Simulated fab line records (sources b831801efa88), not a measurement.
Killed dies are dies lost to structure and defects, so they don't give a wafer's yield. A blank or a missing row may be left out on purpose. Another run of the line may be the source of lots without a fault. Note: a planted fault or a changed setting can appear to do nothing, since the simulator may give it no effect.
Check for tools in common + flow gf180mcu + 11 lots, 33 wafers sampled

== WHY THIS WAS OPENED ==
Flagged at GF_M5_CD_MEAS_07: reading cd nm, on 2 of 11 lots. Fault-free wafers read 279.9 nm, with a standard deviation of 1.
Rule: a lot is flagged when every wafer of it that has a number lies more than 4 standard deviations from that mean, or none has a number. The rest of the lots are taken to be sound.

| lot  | measured     | on        | cd nm (nm), wafer by wafer | flag    |
|------|--------------|-----------|----------------------------|---------|
| L377 | day 26 12:30 | cd sem-01 | 280.0 279.8 281.3          |         |
| L378 | day 26 19:31 | cd sem-01 | 279.2 280.0 279.7          |         |
| L380 | day 27 10:40 | cd sem-01 | 279.9 280.4 279.5          |         |
| L381 | day 27 12:52 | cd sem-02 | 279.7 279.4 279.3          |         |
| L382 | day 28 00:54 | cd sem-02 | 280.6 281.1 279.8          |         |
| L390 | day 30 10:42 | cd sem-02 | 286.4 288.6 286.3          | FLAGGED |
| L391 | day 30 11:19 | cd sem-02 | 288.3 286.3 287.0          | FLAGGED |
| L392 | day 30 22:51 | cd sem-01 | 279.4 280.6 279.6          |         |
| L394 | day 31 07:10 | cd sem-01 | 281.1 279.7 280.3          |         |
| L395 | day 31 11:19 | cd sem-02 | 278.4 278.8 279.5          |         |
| L398 | day 32 07:25 | cd sem-01 | 281.5 280.7 282.0          |         |
The mean of the flagged lots' numbers is 287.1 nm, +7.2 nm from the usual (+7 standard deviations).

== EACH LOT AND THE TOOL IT RAN ON ==
4 process steps preceding the reading are held in the record, out of 602 steps in the route. Cell contents, in order: the tool; ch with the chambers the sampled wafers went through; the start.
| lot  | flag    | GF_M4_METAL_ETCH_16               | GF_V4_STRIP_18                       | GF_MIM_SPUTTER_04            | GF_M5_EXPOSE_04                   |
|------|---------|-----------------------------------|--------------------------------------|------------------------------|-----------------------------------|
| L377 |         | rie metal-02 ch 0,1, day 23 16:14 | plasma asher-03 ch 0,1, day 24 16:04 | pvd sputter-01, day 24 17:29 | krf scanner-01 ch 0, day 26 02:18 |
| L378 |         | rie metal-03 ch 0,1, day 23 23:33 | plasma asher-03 ch 0,1, day 24 23:07 | pvd sputter-03, day 25 00:34 | krf scanner-01 ch 0, day 26 09:40 |
| L380 |         | rie metal-03 ch 0, day 24 16:45   | plasma asher-04 ch 0,1, day 25 15:49 | pvd sputter-02, day 25 17:21 | krf scanner-01 ch 0, day 27 00:56 |
| L381 |         | rie metal-02 ch 1, day 24 18:57   | plasma asher-02 ch 0,1, day 25 17:46 | pvd sputter-02, day 25 19:11 | krf scanner-02 ch 0, day 27 02:25 |
| L382 |         | rie metal-01 ch 0, day 25 07:17   | plasma asher-02 ch 0, day 26 05:53   | pvd sputter-02, day 26 07:18 | krf scanner-02 ch 0, day 27 15:18 |
| L390 | FLAGGED | rie metal-02 ch 0,1, day 27 21:12 | plasma asher-02 ch 0,1, day 28 18:28 | pvd sputter-01, day 28 19:50 | krf scanner-01 ch 0, day 30 01:16 |
| L391 | FLAGGED | rie metal-03 ch 0,1, day 27 23:31 | plasma asher-02 ch 1, day 28 20:17   | pvd sputter-01, day 28 21:41 | krf scanner-01 ch 0, day 30 02:42 |
| L392 |         | rie metal-02 ch 0,1, day 28 11:22 | plasma asher-04 ch 0,1, day 29 08:08 | pvd sputter-03, day 29 09:39 | krf scanner-02 ch 0, day 30 13:55 |
| L394 |         | rie metal-03 ch 0,1, day 28 19:49 | plasma asher-02 ch 0,1, day 29 16:40 | pvd sputter-03, day 29 18:07 | krf scanner-02 ch 0, day 30 22:36 |
| L395 |         | rie metal-01 ch 0,1, day 29 01:19 | plasma asher-03 ch 0,1, day 29 21:43 | pvd sputter-03, day 29 23:10 | krf scanner-02 ch 0, day 31 03:21 |
| L398 |         | rie metal-01 ch 1, day 29 22:13   | plasma asher-02 ch 0,1, day 30 18:23 | pvd sputter-03, day 30 19:58 | krf scanner-02 ch 0, day 31 23:19 |
These steps, and what they do:
- GF_M4_METAL_ETCH_16: etches the open film in Cl2/BCl3, stops on SiO2, target depth 750.8 nm, time 125.1 s.
- GF_V4_STRIP_18: strips in O2/N2.
- GF_MIM_SPUTTER_04: material TiN, target thk 50 nm, time 41.7 s.
- GF_M5_EXPOSE_04: exposes mask Metal5, target cd 280 nm.
- GF_M5_CD_MEAS_07: target cd 280 nm.

== FLAGGED AGAINST TOTAL, ONE TOOL AT A TIME (gauges that did the reading follow at the end) ==
| step                | tool            | lots run | flagged | share of the flagged lots | sound lots run after its first flagged lot |
|---------------------|-----------------|----------|---------|---------------------------|--------------------------------------------|
| GF_M4_METAL_ETCH_16 | rie metal-01    | 3        | 0       | none                      | -                                          |
| GF_M4_METAL_ETCH_16 | rie metal-02    | 4        | 1       | some                      | 1 (L392)                                   |
| GF_M4_METAL_ETCH_16 | rie metal-03    | 4        | 1       | some                      | 1 (L394)                                   |
| GF_V4_STRIP_18      | plasma asher-02 | 6        | 2       | all                       | 2 (L394,L398)                              |
| GF_V4_STRIP_18      | plasma asher-03 | 3        | 0       | none                      | -                                          |
| GF_V4_STRIP_18      | plasma asher-04 | 2        | 0       | none                      | -                                          |
| GF_MIM_SPUTTER_04   | pvd sputter-01  | 3        | 2       | all                       | 0                                          |
| GF_MIM_SPUTTER_04   | pvd sputter-02  | 3        | 0       | none                      | -                                          |
| GF_MIM_SPUTTER_04   | pvd sputter-03  | 5        | 0       | none                      | -                                          |
| GF_M5_EXPOSE_04     | krf scanner-01  | 5        | 2       | all                       | 0                                          |
| GF_M5_EXPOSE_04     | krf scanner-02  | 6        | 0       | none                      | -                                          |
| GF_M5_CD_MEAS_07    | cd sem-01       | 6        | 0       | none                      | -                                          |
| GF_M5_CD_MEAS_07    | cd sem-02       | 5        | 2       | all                       | 1 (L395)                                   |

== WHAT THE TABLE ALLOWS ==
4 rows of the table ran every flagged lot: plasma asher-02 at GF_V4_STRIP_18, pvd sputter-01 at GF_MIM_SPUTTER_04, krf scanner-01 at GF_M5_EXPOSE_04, cd sem-02 at GF_M5_CD_MEAS_07.
- plasma asher-02 at GF_V4_STRIP_18: 2 of its 6 lots flagged. Lots that were sound ran on it after the first flagged one (L394, L398); a persistent fault on the entire tool would not allow that.
- pvd sputter-01 at GF_MIM_SPUTTER_04: 2 of its 3 lots flagged. Its last sound lot is L377 (day 24 17:29), its first flagged lot L390 (day 28 19:50): a fault that began between those two fits.
- krf scanner-01 at GF_M5_EXPOSE_04: 2 of its 5 lots flagged. Its last sound lot is L380 (day 27 00:56), its first flagged lot L390 (day 30 01:16): a fault that began between those two fits. Its own readings lie more than 4 standard deviations out on every wafer of the flagged lots: exposure dose mJ cm2.
- cd sem-02 at GF_M5_CD_MEAS_07: 2 of its 5 lots flagged. Lots that were sound ran on it after the first flagged one (L395); a persistent fault on the entire tool would not allow that.
Counting lots can't tell these 2 tools apart, because each fits a fault that began at some hour. More lots, or a look at what each step does to the wafer, might.

== WHAT THE SIMULATOR HAD PUT IN ==
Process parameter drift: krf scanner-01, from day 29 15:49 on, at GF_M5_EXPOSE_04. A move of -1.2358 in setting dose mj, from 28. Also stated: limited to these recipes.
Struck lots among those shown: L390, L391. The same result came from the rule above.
